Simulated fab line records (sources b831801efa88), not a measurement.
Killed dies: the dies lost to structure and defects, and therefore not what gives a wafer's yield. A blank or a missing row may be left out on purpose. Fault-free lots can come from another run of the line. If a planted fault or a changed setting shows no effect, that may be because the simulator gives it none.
8D (eight disciplines) problem report, filled in by code || flow sky130 || the parts of the form that need people (team, actions taken, sign-off) are left out

## 1. PROBLEM STATEMENT
Mean GATE_OXIDE_OXIDATION_00_THK at SKY_GATE_OXIDE_THK_MEAS_02: 12.75 nm over 6 wafers in 2 lots; fault-free wafers: 10.32 nm, standard deviation 0.16. That puts it +15 standard deviations away from the usual mean.
Earliest sighting: wafer L863.1 on filmMetro-03 at day 17 19:52. At this step, 39 wafers from 13 lots have a number in the record. Rule for "out", or "out of limits": more than 4 standard deviations from the usual mean. The rest of the wafers with a number are treated as sound.

## 2. WHAT IT IS AND WHAT IT IS NOT
{"question": "which readings at this step", "is": "GATE_OXIDE_OXIDATION_00_THK", "is not": "-"}
{"question": "which lots", "is": "L863, L864", "is not": "L851, L852, L855, L857, L858, L859, L866, L867, L871, L873, L874"}
{"question": "which wafers of those lots", "is": "all that have a number", "is not": "-"}
{"question": "read on which gauges", "is": "filmMetro-02, filmMetro-03", "is not": "filmMetro-01"}
{"question": "when", "is": "from day 17 19:52", "is not": "up to then (18 sound wafers); but 15 sound wafers of L866, L867, L871, L873, L874 came after"}

## 3. THE SUSPECTS, EACH WITH WHAT RULES IT OUT
Counting: any tool at a process step up to the reading is kept as a suspect provided that every lot that is out went through it and no sound lot did after the first of them.
- the gauge at SKY_GATE_OXIDE_THK_MEAS_02 has been ruled out. The wafers that are out were read on 2 gauges (filmMetro-02, filmMetro-03).
- furnace-01 at SKY_GATE_OXIDE_OXIDATION_01 (stabilise 600 s, purge 300 s, target thk 10.268 nm): ruled out as a lasting fault. After its first lot that is out, L863 (day 17 18:27), sound lots L874 ran on it.
Left after counting: nothing in the record.

## 4. THE CAUSE (what the simulator had put in)
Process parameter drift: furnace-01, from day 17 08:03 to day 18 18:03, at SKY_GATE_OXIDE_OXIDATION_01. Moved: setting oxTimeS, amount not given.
The count ruled it out by mistake, since the rule takes a fault to strike every lot its tool runs from the start of the fault on, and this one did not do so.

## 5. THE EFFECT CHAIN, in route order
Each row: a reading whose mean over the struck wafers that have a number lies more than 3 standard deviations from the usual. Only readings for which the record gives a usual standard deviation are gone through. hours: the time from each lot's start at the first step in this table that gives one to its start at this step, as a median over the lots. sigmas: the change in usual standard deviations.
{"hours": 0, "step": "SKY_GATE_OXIDE_THK_MEAS_02", "reading": "GATE_OXIDE_OXIDATION_00_THK", "usual": "10.32 nm", "on struck wafers": 12.75, "change": "+2.43", "sigmas": "+15"}

## 6. HOW IT WOULD HAVE BEEN CAUGHT EARLIER
Counted from the fault's start at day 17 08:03, it took 12 hours until the first out-of-limits reading at a measuring or inspecting step in this record, taken at day 17 19:52.
Of the tool readings at SKY_GATE_OXIDE_OXIDATION_01 for which the record gives a usual standard deviation, none was out on any struck wafer, so an alarm limit of 4 standard deviations on them would not have fired.
